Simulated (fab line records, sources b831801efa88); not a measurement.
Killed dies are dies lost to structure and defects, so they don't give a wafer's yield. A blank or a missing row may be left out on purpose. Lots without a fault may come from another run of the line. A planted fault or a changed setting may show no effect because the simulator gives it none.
Which tool did it? | flow gf180mcu | 13 lots, 39 wafers sampled, at 3 steps of a route of 602

WHAT THE GAUGES READ, wafer by wafer
GF_V2_THK_MEAS_25: measures by xrf. Usual: V2_W_THK 356 nm, standard deviation 4.6.
lot  | measured     | on            | V2_W_THK (nm) | flag
L243 | day 20 05:55 | film_metro-01 | 350 360 358   |
L244 | day 20 15:02 | film_metro-03 | 361 367 370   |
L246 | day 21 11:28 | film_metro-04 | 353 354 356   |
L247 | day 21 21:35 | film_metro-01 | 355 351 355   |
L250 | day 23 03:34 | film_metro-04 | 357 365 367   |
L251 | day 23 06:27 | film_metro-03 | 364 356 359   |
L252 | day 23 13:24 | film_metro-01 | 357 358 353   |
L254 | day 24 11:48 | film_metro-04 | 355 355 356   |
L256 | day 24 20:38 | film_metro-04 | 351 355 353   |
L257 | day 25 09:13 | film_metro-03 | 354 352 349   |
L263 | day 27 05:51 | film_metro-01 | 360 352 352   |
L265 | day 27 15:52 | film_metro-01 | 354 360 359   |
L266 | day 28 08:08 | film_metro-01 | 358 342 348   |

WHICH TOOL RAN EACH LOT (tool, then ch and the chambers of the sampled wafers, then the start)
lot  | GF_MVSD_STRIP_10                     | GF_V2_CVD_23
L243 | plasma_asher-03 ch 0,1, day 4 10:38  | cvd_w-02 ch 0,1, day 20 05:41
L244 | plasma_asher-04 ch 0,1, day 4 15:39  | cvd_w-02 ch 0,1, day 20 14:47
L246 | plasma_asher-02 ch 0, day 5 03:28    | cvd_w-01 ch 0,1, day 21 11:13
L247 | plasma_asher-04 ch 0,1, day 5 09:36  | cvd_w-01 ch 0,1, day 21 21:22
L250 | plasma_asher-03 ch 0,1, day 6 04:16  | cvd_w-01 ch 0,1, day 23 03:20
L251 | plasma_asher-03 ch 0,1, day 6 08:22  | cvd_w-02 ch 0,1, day 23 06:13
L252 | plasma_asher-02 ch 1, day 6 13:39    | cvd_w-01 ch 0,1, day 23 13:10
L254 | plasma_asher-03 ch 0,1, day 7 02:21  | cvd_w-02 ch 0,1, day 24 11:34
L256 | plasma_asher-03 ch 0,1, day 7 13:43  | cvd_w-02 ch 0,1, day 24 20:24
L257 | plasma_asher-04 ch 0,1, day 7 19:18  | cvd_w-01 ch 0,1, day 25 09:00
L263 | plasma_asher-02 ch 0,1, day 9 08:22  | cvd_w-01 ch 0,1, day 27 05:37
L265 | plasma_asher-04 ch 0,1, day 9 19:13  | cvd_w-02 ch 0,1, day 27 15:37
L266 | plasma_asher-02 ch 0,1, day 10 06:56 | cvd_w-01 ch 0,1, day 28 07:53
- GF_MVSD_STRIP_10: strips in O2/N2.
- GF_V2_CVD_23: deposits W, target thk 350 nm, time 104.94 s.

WHAT THE TOOLS THEMSELVES READ (means of the sampled wafers that have a number; where no wafer has one, the mark that the record gives instead)
GF_MVSD_STRIP_10. Usual: chamber_pressure_mTorr 1500.0 mTorr, standard deviation 1.4; drypump_motor_current_A 5.5 A, standard deviation 0.53; heater_power_w 297 W, standard deviation 17; n2_flow_sccm 299.9 sccm, standard deviation 1; oes_product_au 0.722 a.u., standard deviation 0.0041; strip_time_to_endpoint_s 36.97 s, standard deviation 0.099.
lot  | tool            | chamber_pressure_mTorr (mTorr) | drypump_motor_current_A (A) | heater_power_w (W) | n2_flow_sccm (sccm) | oes_product_au (a.u.) | strip_time_to_endpoint_s (s) | flag
L243 | plasma_asher-03 | 1499.9                         | 6.3                         | 284                | 300.3               | 0.725                 | 37.10                        |
L244 | plasma_asher-04 | 1501.0                         | 5.3                         | 290                | 299.7               | 0.724                 | 37.07                        |
L246 | plasma_asher-02 | 1499.7                         | 5.2                         | 292                | 300.1               | 0.725                 | 36.86                        |
L247 | plasma_asher-04 | 1500.3                         | 5.5                         | 302                | 299.8               | 0.721                 | 37.04                        |
L250 | plasma_asher-03 | 1500.5                         | 6.1                         | 298                | 300.6               | 0.724                 | 37.09                        |
L251 | plasma_asher-03 | 1499.7                         | 6.3                         | 285                | 299.6               | 0.723                 | 37.07                        |
L252 | plasma_asher-02 | 1500.6                         | 4.9                         | 318                | 301.2               | 0.721                 | 36.90                        |
L254 | plasma_asher-03 | 1500.9                         | 6.3                         | 287                | 298.5               | 0.718                 | 36.88                        |
L256 | plasma_asher-03 | 1501.0                         | 6.3                         | 285                | 300.6               | 0.722                 | 36.99                        |
L257 | plasma_asher-04 | 1498.5                         | 5.2                         | 287                | 300.4               | 0.720                 | 36.91                        |
L263 | plasma_asher-02 | 1500.4                         | 5.0                         | 310                | 299.9               | 0.723                 | 37.02                        |
L265 | plasma_asher-04 | 1499.8                         | 5.5                         | 301                | 299.2               | 0.724                 | 37.07                        |
L266 | plasma_asher-02 | 1499.8                         | 5.0                         | 308                | 300.8               | 0.721                 | 36.96                        |

GF_V2_CVD_23. Usual: heater_power_w 885 W, standard deviation 62.
lot  | tool     | heater_power_w (W) | flag
L243 | cvd_w-02 | 786                |
L244 | cvd_w-02 | 805                |
L246 | cvd_w-01 | 917                |
L247 | cvd_w-01 | 923                |
L250 | cvd_w-01 | 903                |
L251 | cvd_w-02 | 788                |
L252 | cvd_w-01 | 916                |
L254 | cvd_w-02 | 803                |
L256 | cvd_w-02 | 826                |
L257 | cvd_w-01 | 913                |
L263 | cvd_w-01 | 922                |
L265 | cvd_w-02 | 831                |
L266 | cvd_w-01 | 924                |

THE ANSWER, worked out from the rows above alone
Rule: a lot is off if the mean of its wafers that have a number lies more than 3 standard deviations from the usual mean. A lot without any number at a reading at which 4 lots or more have one is off too. The other lots that the step has rows for count as sound. The gauges are gone through in route order, then the tools' own readings, and for those a lot's mean is taken as printed above. The first step at which some lot is off is used, and at that step the reading that is off furthest; a lot without a number counts as furthest.
No lot is off at any reading shown: from this, nothing can be told.

WHAT THE SIMULATOR HAD PUT IN
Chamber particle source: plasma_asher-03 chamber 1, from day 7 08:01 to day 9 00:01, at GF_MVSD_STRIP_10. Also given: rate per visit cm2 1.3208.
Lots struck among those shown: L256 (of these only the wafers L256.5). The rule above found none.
